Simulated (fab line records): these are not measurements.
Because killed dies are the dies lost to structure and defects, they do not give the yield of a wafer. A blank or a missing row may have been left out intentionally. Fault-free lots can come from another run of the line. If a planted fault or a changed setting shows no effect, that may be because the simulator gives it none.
Chamber matching / flow gf180mcu / GF_CONTACT_CMP_04 on cmp-01: 4 sister chambers
The step polishes SiO2. 8 wafers are shown with their chamber, then 10 later ones without.

WAFERS, EACH WITH ITS CHAMBER
wafer=L118.4; chamber=0; motor current A (A)=12.0; time to endpoint s (s)=104
wafer=L122.6; chamber=2; motor current A (A)=11.6; time to endpoint s (s)=103
wafer=L123.1; chamber=3; motor current A (A)=11.2; time to endpoint s (s)=101
wafer=L124.1; chamber=1; motor current A (A)=14.3; time to endpoint s (s)=104
wafer=L124.2; chamber=0; motor current A (A)=12.1; time to endpoint s (s)=112
wafer=L124.4; chamber=2; motor current A (A)=11.4; time to endpoint s (s)=105
wafer=L125.4; chamber=3; motor current A (A)=11.4; time to endpoint s (s)=107
wafer=L125.5; chamber=1; motor current A (A)=14.2; time to endpoint s (s)=109

WAFERS MISSING THEIR CHAMBER
wafer=L125.6; motor current A (A)=11.8; time to endpoint s (s)=118
wafer=L126.2; motor current A (A)=10.8; time to endpoint s (s)=104
wafer=L126.3; motor current A (A)=11.4; time to endpoint s (s)=104
wafer=L126.5; motor current A (A)=11.3; time to endpoint s (s)=110
wafer=L128.1; motor current A (A)=12.0; time to endpoint s (s)=112
wafer=L128.3; motor current A (A)=14.4; time to endpoint s (s)=112
wafer=L128.4; motor current A (A)=11.0; time to endpoint s (s)=116
wafer=L129.1; motor current A (A)=11.4; time to endpoint s (s)=112
wafer=L129.2; motor current A (A)=14.1; time to endpoint s (s)=100
wafer=L129.4; motor current A (A)=11.3; time to endpoint s (s)=100

EACH ONE'S CHAMBER
wafer=L125.6; from the rows above=can't be placed: 0 or 2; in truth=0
wafer=L126.2; from the rows above=can't be placed: 3 or 2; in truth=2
wafer=L126.3; from the rows above=can't be placed: 2 or 3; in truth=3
wafer=L126.5; from the rows above=can't be placed: 3 or 2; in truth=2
wafer=L128.1; from the rows above=0; in truth=0
wafer=L128.3; from the rows above=1; in truth=1
wafer=L128.4; from the rows above=can't be placed: 3 or 2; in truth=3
wafer=L129.1; from the rows above=can't be placed: 2 or 3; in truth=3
wafer=L129.2; from the rows above=1; in truth=1
wafer=L129.4; from the rows above=can't be placed: 3 or 2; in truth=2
Correctly placed: 3 of 10. These rows do not allow placing 7 (true chamber among the candidates in 7). 0 placed wrongly.
How it was worked out, from the rows above alone: a wafer's distance from a chamber is the root of the sum, over the readings, of the square of ((its reading less the chamber's mean) divided by the reading's scatter). The wafer belongs to the nearest chamber; if the next one is less than 2 further off, it can't be placed. A chamber's mean is the mean of its shown wafers. The scatter is the square root of a quotient: the sum, over the shown wafers, of each reading's squared deviation from its chamber's mean, divided by wafers minus chambers.
